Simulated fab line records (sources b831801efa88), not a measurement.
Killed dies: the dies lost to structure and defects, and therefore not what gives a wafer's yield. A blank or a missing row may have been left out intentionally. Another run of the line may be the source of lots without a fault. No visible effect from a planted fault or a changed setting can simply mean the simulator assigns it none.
Matching of chambers -- flow sky130 -- SKY_PAD_OPEN_ETCH_07 on rie diel-04: 4 sister chambers
The step etches the open film in CF4/O2, stops on AlCu, target depth 725 nm, time 161.1 s. 8 wafers are shown with their chamber, then 8 later ones without.

== WAFERS, EACH WITH ITS CHAMBER ==
wafer,chamber,throttle valve pct (%),oes product au (a.u.)
L078.1,3,5.967,0.970
L078.4,0,5.969,0.974
L081.4,3,5.976,0.974
L081.6,0,5.964,0.971
L082.3,2,5.960,0.977
L082.4,1,5.972,0.969
L082.5,1,5.969,0.986
L087.3,2,5.960,0.975

== WAFERS WHOSE CHAMBER IS MISSING ==
wafer,throttle valve pct (%),oes product au (a.u.)
L087.4,5.962,0.982
L087.6,5.963,0.961
L090.1,5.952,0.968
L090.2,5.965,0.976
L090.6,5.974,0.975
L092.1,5.967,0.977
L092.4,5.966,0.971
L092.6,5.954,0.981

== WHICH CHAMBER EACH WENT THROUGH ==
wafer,from the rows above,in truth
L087.4,can't be placed: 2 or 0 or 1 or 3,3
L087.6,can't be placed: 0 or 2 or 3 or 1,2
L090.1,can't be placed: 2 or 0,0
L090.2,can't be placed: 0 or 2 or 1 or 3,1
L090.6,can't be placed: 3 or 1 or 0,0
L092.1,can't be placed: 0 or 1 or 3 or 2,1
L092.4,can't be placed: 0 or 3 or 1 or 2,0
L092.6,can't be placed: 2 or 0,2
0 of 8 placed correctly. Not placeable from these rows: 8 (in 8, the candidates include the true chamber). Number placed wrongly: 0.
How it was worked out, from the rows above alone: a wafer's distance from a chamber is the root of the sum, over the readings, of the square of ((its reading less the chamber's mean) divided by the reading's scatter). If the next closest chamber is less than 2 further off than the closest, the wafer can't be placed; otherwise it belongs to the closest. For every chamber, the mean is computed from those of its wafers that are shown. How the scatter is found: for the shown wafers, subtract from each reading the mean of its chamber, square and add these, divide the total by (wafers less chambers), then take the root.
